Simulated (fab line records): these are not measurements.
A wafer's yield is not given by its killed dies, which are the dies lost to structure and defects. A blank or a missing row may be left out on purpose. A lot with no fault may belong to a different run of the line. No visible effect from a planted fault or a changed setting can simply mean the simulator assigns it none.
What tool caused it? -- flow gf180mcu -- 42 wafers from 14 lots sampled at 5 of the route's 602 steps

WHAT THE GAUGES SHOWED, per wafer
GF_STI_THK_MEAS_02. Usual: for STI_OXIDATION_THK the level is 9.98 nm and the standard deviation is 0.17.
lot,measured,on,STI_OXIDATION_THK (nm),flag
L961,day 1 11:31,film-metro-04,10.32 10.21 10.22,
L962,day 1 17:01,film-metro-02,9.95 10.01 10.00,
L963,day 1 23:47,film-metro-03,10.27 10.22 10.09,
L964,day 2 03:42,film-metro-02,10.21 10.22 10.19,
L965,day 2 09:09,film-metro-04,9.91 10.04 10.00,
L966,day 2 12:56,film-metro-04,9.97 9.97 9.77,
L970,day 3 09:01,film-metro-03,9.85 9.71 9.77,
L971,day 3 15:44,film-metro-02,10.42 10.20 10.42,
L973,day 3 23:31,film-metro-04,9.94 10.18 10.22,
L976,day 4 15:47,film-metro-03,10.09 10.21 10.17,
L979,day 5 05:51,film-metro-04,9.77 9.96 9.86,
L982,day 5 21:40,film-metro-03,9.97 10.08 10.15,
L983,day 6 01:33,film-metro-02,9.82 9.78 9.87,
L984,day 6 06:31,film-metro-04,9.87 9.76 9.78,

GF_STI_THK_MEAS_22. Usual: for STI_OXIDATION_01_THK the level is 14.94 nm and the standard deviation is 0.26.
lot,measured,on,STI_OXIDATION_01_THK (nm),flag
L961,day 2 04:50,film-metro-04,15.23 15.39 14.96,
L962,day 2 10:17,film-metro-04,14.96 14.95 15.02,
L963,day 2 18:14,film-metro-02,15.00 15.13 15.10,
L964,day 2 19:56,film-metro-03,14.39 14.41 14.59,
L965,day 3 01:29,film-metro-03,14.65 14.42 14.73,
L966,day 3 05:32,film-metro-03,14.93 14.82 15.01,
L970,day 4 02:08,film-metro-03,14.82 14.70 14.79,
L971,day 4 09:06,film-metro-04,14.94 15.14 15.16,
L973,day 4 16:55,film-metro-04,15.14 14.98 15.02,
L976,day 5 09:40,film-metro-03,14.80 14.60 14.57,
L979,day 6 00:08,film-metro-03,15.06 15.13 15.27,
L982,day 6 16:15,film-metro-02,14.70 14.70 14.51,
L983,day 6 20:35,film-metro-02,14.68 14.78 14.90,
L984,day 7 02:05,film-metro-02,15.06 15.27 15.59,

GF_MVPSD_TW_MEAS_11. Usual: for MVPSD_TW the level is 559 and the standard deviation is 6.9.
lot,measured,on,MVPSD_TW,flag
L961,day 4 23:40,film-metro-01,562 561 561,
L962,day 5 09:26,film-metro-03,550 548 551,
L963,day 5 16:52,film-metro-04,566 561 562,
L964,day 5 19:40,film-metro-03,549 552 551,
L965,day 6 02:45,film-metro-03,548 549 553,
L966,day 6 05:55,film-metro-04,566 566 568,
L970,day 7 06:13,film-metro-04,563 564 564,
L971,day 7 15:01,film-metro-03,551 548 552,
L973,day 8 00:03,film-metro-01,559 557 556,
L976,day 8 18:51,film-metro-03,548 549 550,
L979,day 9 11:49,film-metro-01,560 560 562,
L982,day 10 05:20,film-metro-03,548 548 550,
L983,day 10 11:14,film-metro-04,569 568 569,
L984,day 10 17:58,film-metro-01,561 561 563,

GF_VT_IMPLANT_RS_MEAS_48: measures by four-point-probe. Usual: for LVPWELL_RS the level is 1197.6 ohm/sq and the standard deviation is 2.5.
lot,measured,on,LVPWELL_RS (ohm/sq),flag
L961,day 7 11:32,film-metro-01,1197.9 1199.2 1198.9,
L962,day 7 23:02,film-metro-03,1201.2 1193.4 1198.9,
L963,day 8 08:09,film-metro-03,1198.3 1196.9 1196.4,
L964,day 8 10:52,film-metro-03,1195.9 1194.3 1198.4,
L965,day 8 19:04,film-metro-04,1191.7 1193.9 1194.3,
L966,day 8 22:21,film-metro-03,1197.8 1195.1 1197.5,
L970,day 9 23:26,film-metro-01,1200.4 1199.0 1199.3,
L971,day 10 09:37,film-metro-01,1161.4 1163.0 1162.0,OFF
L973,day 10 20:04,film-metro-04,1162.6 1161.3 1158.1,OFF
L976,day 11 16:44,film-metro-03,1193.7 1192.1 1193.5,
L979,day 12 11:56,film-metro-04,1198.9 1195.3 1197.7,
L982,day 13 08:35,film-metro-03,1202.2 1201.0 1200.4,
L983,day 13 14:46,film-metro-04,1198.1 1196.6 1194.2,
L984,day 14 00:25,film-metro-03,1198.3 1198.1 1198.3,

TOOL THAT RAN EACH LOT (tool first, then ch and the chambers of the sampled wafers, then the start)
lot,GF_LVPWELL_IMPLANT_09
L961,"implanter-01 ch 0, day 3 20:32"
L962,"implanter-04 ch 0, day 4 04:50"
L963,"implanter-02 ch 0, day 4 11:56"
L964,"implanter-02 ch 0, day 4 15:01"
L965,"implanter-02 ch 0, day 4 20:58"
L966,"implanter-02 ch 0, day 5 00:11"
L970,"implanter-01 ch 0, day 5 23:01"
L971,"implanter-02 ch 0, day 6 07:06"
L973,"implanter-02 ch 0, day 6 15:57"
L976,"implanter-01 ch 0, day 7 09:53"
L979,"implanter-04 ch 0, day 8 02:53"
L982,"implanter-04 ch 0, day 8 19:29"
L983,"implanter-02 ch 0, day 9 00:19"
L984,"implanter-02 ch 0, day 9 07:27"
- GF_LVPWELL_IMPLANT_09

AS READ BY THE TOOLS THEMSELVES (means over the sampled wafers that have a number; for cases with no such wafer, the mark the record gives instead)
GF_LVPWELL_IMPLANT_09. Usual: beam-energy-keV 60.001, standard deviation 0.018; beam-on-s 9.98 s, standard deviation 0.2; faraday-current-uA 28.2, standard deviation 0.55.
lot,tool,beam-energy-keV,beam-on-s (s),faraday-current-uA,flag
L961,implanter-01,60.012,10.03,28.1,
L962,implanter-04,59.981,9.90,28.5,
L963,implanter-02,59.996,10.21,27.5,
L964,implanter-02,60.007,9.86,28.6,
L965,implanter-02,59.991,9.95,28.4,
L966,implanter-02,60.014,10.00,28.2,
L970,implanter-01,60.022,9.97,28.3,
L971,implanter-02,59.991,11.65,24.2,OFF
L973,implanter-02,59.982,11.77,23.9,OFF
L976,implanter-01,59.998,9.88,28.5,
L979,implanter-04,59.997,10.26,27.5,
L982,implanter-04,59.979,10.14,27.9,
L983,implanter-02,59.993,9.84,28.5,
L984,implanter-02,60.010,10.20,27.7,

THE ANSWER, worked out from the rows above alone
Rule: a lot is off if the mean of its wafers that have a number lies more than 3 standard deviations from the usual mean. Also off: a lot with no number at a reading for which 4 or more lots have one. Where the step has rows for the other lots, those lots are counted as sound. Order of review: gauges by route order, followed by the tools' own readings, for which a lot's mean as printed above is used. The first step at which some lot is off is used, and at that step the reading that is off furthest; a lot without a number counts as furthest.
Off: L971, L973, seen at GF_VT_IMPLANT_RS_MEAS_48 (LVPWELL_RS).
A tool fits if, at a process step before that reading, it ran every lot that is off, and no sound lot after the first of them. Not tried: the gauges at GF_VT_IMPLANT_RS_MEAS_48; whatever is off there is also off at GF_LVPWELL_IMPLANT_09, on other tools, and gauge error can't account for it. Not one of the candidates tried fits.

WHAT HAD BEEN PUT IN BY THE SIMULATOR
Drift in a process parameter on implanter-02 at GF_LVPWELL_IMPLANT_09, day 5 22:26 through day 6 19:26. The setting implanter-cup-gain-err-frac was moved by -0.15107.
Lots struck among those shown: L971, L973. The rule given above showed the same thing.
